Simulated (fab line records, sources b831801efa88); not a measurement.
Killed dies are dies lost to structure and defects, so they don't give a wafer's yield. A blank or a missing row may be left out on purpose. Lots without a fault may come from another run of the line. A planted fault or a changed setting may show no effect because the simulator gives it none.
A struck lot beside a sound one | flow sky130 | 23 steps out of a route of 708
Sound: wafers L863.2, L863.3, L863.6. Struck: wafer L869.1. (L869.5, L869.6 of the same lot were not struck and are left out.) The cause comes at the end.
At each step with rows: each side's tool, then ch and its chambers, then its first start. Under that, the readings that differ: sound wafers | struck wafers | difference of the means | sigmas: that difference in standard deviations of wafers without a fault.
alike: readings whose means differ by less than 2 such deviations, and words and numbers that are the same on both sides. not compared: withheld readings, readings that some wafer has no value for, bounds like >300 that may hide the same value, and numbers for which the record gives no deviation and whose values overlap.
The two part at a step that has a row with sigmas, a row that says differs or no value, or rows on one side only. Numbers that don't overlap but have no deviation are shown without sigmas and don't part them. A reading that every wafer of one side lacks parts them only if that side has two wafers or more.

first, 6 steps without rows for these wafers: SKY_VT_ADJUST_LVTN_HMDS_12 (prime time 60 s); SKY_VT_ADJUST_LVTN_COAT_13 (resist thk 1140 nm); SKY_VT_ADJUST_LVTN_SOFTBAKE_14 (time 60 s); SKY_VT_ADJUST_LVTN_EXPOSE_15 (exposes mask HVN STD DERIVED, target cd 600 nm); SKY_VT_ADJUST_LVTN_PEB_16; SKY_VT_ADJUST_LVTN_DEVELOP_17 (develop time 60 s).
SKY_VT_ADJUST_LVTN_OVL_MEAS_18:
  sound on overlay-02, day 9 07:31; struck on overlay-02, day 10 22:16
  alike: VT_ADJUST_LVTN_01_OVL
then, 1 step without rows for these wafers: SKY_VT_ADJUST_LVTN_IMPLANT_19.
SKY_VT_ADJUST_LVTN_STRIP_20: strips in O2/N2.
  sound on plasma_asher-03 ch 0,1, day 9 07:42; struck on plasma_asher-02 ch 1, day 10 22:27
  alike: drypump_motor_current_A, oes_product_au, strip_time_to_endpoint_s
  not compared: rf_hours_counter_h
SKY_VT_ADJUST_LVTN_TW_MEAS_21:
  sound on film_metro-01, day 9 07:49; struck on film_metro-01, day 10 22:33
  alike: VT_ADJUST_LVTN_2_TW
then, 2 steps without rows for these wafers: SKY_VT_ADJUST_NCORE_DEHYDRATE_00 (time 60 s); SKY_VT_ADJUST_NCORE_HMDS_01 (prime time 60 s).
SKY_VT_ADJUST_NCORE_COAT_02: resist thk 1140 nm.
  sound on litho_track-03 ch 0, day 9 18:07; struck on litho_track-03 ch 0, day 11 11:12
  reading                                              | sound          | struck | difference | sigmas
  model.NOVOLAK_of_VT_ADJUST_NCORE_COAT_02.thk_nm (nm) | 1138 1137 1140 | 1053   | -85        |
then, 3 steps without rows for these wafers: SKY_VT_ADJUST_NCORE_SOFTBAKE_03 (time 60 s); SKY_VT_ADJUST_NCORE_EXPOSE_04 (exposes mask LVTN COMPLEMENT THIN, target cd 380 nm); SKY_VT_ADJUST_NCORE_PEB_05.
SKY_VT_ADJUST_NCORE_DEVELOP_06: develop time 60 s.
  sound on litho_track-03 ch 0, day 10 06:16; struck on litho_track-01 ch 0, day 11 23:13
  reading                                              | sound          | struck | difference | sigmas
  model.NOVOLAK_of_VT_ADJUST_NCORE_COAT_02.thk_nm (nm) | 1138 1137 1140 | 1053   | -85        |
SKY_VT_ADJUST_NCORE_CD_MEAS_07: target cd 380 nm.
  sound on cd_sem-01, day 10 06:25; struck on cd_sem-01, day 11 23:22
  reading    | sound             | struck | difference | sigmas
  cd_nm (nm) | 382.6 382.7 379.5 | 389.5  | +7.9       | +3
SKY_VT_ADJUST_NCORE_OVL_MEAS_08:
  sound on overlay-01, day 10 06:31; struck on overlay-02, day 11 23:29
  reading                  | sound       | struck | difference | sigmas
  VT_ADJUST_NCORE_OVL (nm) | 1.0 0.2 0.3 | -3.0   | -3.5       | -2
then, 1 step without rows for these wafers: SKY_VT_ADJUST_NCORE_IMPLANT_09.
SKY_VT_ADJUST_NCORE_STRIP_10: strips in O2/N2.
  sound on plasma_asher-04 ch 0, day 10 06:42; struck on plasma_asher-04 ch 0, day 11 23:40
  reading                      | sound             | struck | difference | sigmas
  strip_time_to_endpoint_s (s) | 14.15 14.15 14.18 | 13.15  | -1.01      | -23
  alike: drypump_motor_current_A, oes_product_au
  not compared: rf_hours_counter_h
SKY_VT_ADJUST_NCORE_TW_MEAS_11:
  sound on film_metro-04, day 10 06:49; struck on film_metro-03, day 11 23:46
  reading            | sound             | struck | difference | sigmas
  VT_ADJUST_NCORE_TW | 223.6 222.4 221.1 | 218.2  | -4.2       | -2
then, 1 step without rows for these wafers: SKY_PAD_OPEN_PROBE_99.

WHERE THEY PART
First at SKY_VT_ADJUST_NCORE_CD_MEAS_07; last, within this record, at SKY_VT_ADJUST_NCORE_TW_MEAS_11.

WHY: what the simulator had put in
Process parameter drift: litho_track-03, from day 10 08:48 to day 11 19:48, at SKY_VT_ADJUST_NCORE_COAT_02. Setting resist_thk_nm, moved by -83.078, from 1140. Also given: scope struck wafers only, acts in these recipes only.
